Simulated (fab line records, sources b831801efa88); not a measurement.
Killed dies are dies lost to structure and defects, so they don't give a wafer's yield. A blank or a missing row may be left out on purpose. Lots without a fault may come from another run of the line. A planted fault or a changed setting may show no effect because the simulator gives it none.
Problem report in the 8D (eight disciplines) form, filled by code | flow sky130 | the parts of the form that need people (team, actions taken, sign-off) are left out

1. THE PROBLEM
oes_product_au at SKY_CONTACT_ETCH_16 reads a mean of 0.976 a.u. on 3 wafers of 2 lots; wafers without a fault read 0.855 a.u. with a standard deviation of 0.0043. That is +28 standard deviations from the usual mean.
The step: etches BARC in N2/H2, stops on SiO2, time 45.9 s, target depth 60 nm.
First seen on wafer L676.1, day 35 20:59, on rie_diel-01. The record holds 33 wafers of 11 lots with a number at this step. Rule for "out", or "out of limits": more than 4 standard deviations from the usual mean. The other wafers with a number count as sound.

2. WHAT IT IS AND WHAT IT IS NOT
question                    | is                       | is not
which readings at this step | oes_product_au           | chamber_pressure_mTorr, drypump_motor_current_A, throttle_valve_pct
which lots                  | L676, L678               | L665, L666, L667, L675, L679, L682, L683, L684, L685
which wafers of those lots  | L676.1, L676.6, L678.1   | L676.5, L678.2, L678.4
read on which tools         | rie_diel-01, rie_diel-04 | rie_diel-03
when                        | from day 35 20:59        | up to then (13 sound wafers); but 17 sound wafers of L678, L679, L682, L683, L684, L685 came after

3. SUSPECTS, AND WHAT RULES EACH OUT
Counting: a tool at a process step up to the reading stays a suspect if it ran every lot that is out. Sound lots after the first of them don't rule it out here, since some wafers of a struck lot are sound.
- litho_track-01 at SKY_CONTACT_COAT_08 (resist thk 60 nm): kept. It ran every lot that is out, first L676 (day 35 07:04); its last sound lot up to then is L667 (day 32 15:30).
Left after counting: litho_track-01 at SKY_CONTACT_COAT_08.

4. THE CAUSE (what the simulator had put in)
Process parameter drift: litho_track-01, from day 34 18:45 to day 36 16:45, at SKY_CONTACT_COAT_08. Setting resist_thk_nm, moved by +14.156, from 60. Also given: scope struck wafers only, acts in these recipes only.
Counting left only this tool.

5. THE CHAIN OF EFFECTS, in route order
Each row: a reading whose mean over the struck wafers that have a number lies more than 3 standard deviations from the usual. Only readings for which the record gives a usual standard deviation are gone through. hours: the time from each lot's start at the first step in this table that gives one to its start at this step, as a median over the lots. sigmas: the change in usual standard deviations.
hours | step                 | reading                  | usual      | on struck wafers | change | sigmas
0     | SKY_CONTACT_ETCH_16  | oes_product_au           | 0.855 a.u. | 0.976            | +0.121 | +28
0     | SKY_CONTACT_STRIP_19 | strip_time_to_endpoint_s | 3.608 s    | 3.814            | +0.206 | +7.1
The process steps in it:
- SKY_CONTACT_ETCH_16: etches BARC in N2/H2, stops on SiO2, time 45.9 s, target depth 60 nm.
- SKY_CONTACT_STRIP_19: strips in O2/N2.
Later measuring or inspecting steps at which every struck wafer that the step has a row for has a number for every such reading, and none has moved that far: SKY_METAL1_RS_MEAS_05.

6. WHAT WOULD HAVE CAUGHT IT SOONER
In this record the first reading out of limits was taken at day 35 20:59, 26 hours after the fault began at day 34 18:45.
Of the lots that are out (2), L678 began SKY_CONTACT_COAT_08 on litho_track-01 after day 35 20:59. A hold on the tool at that time would have spared it.
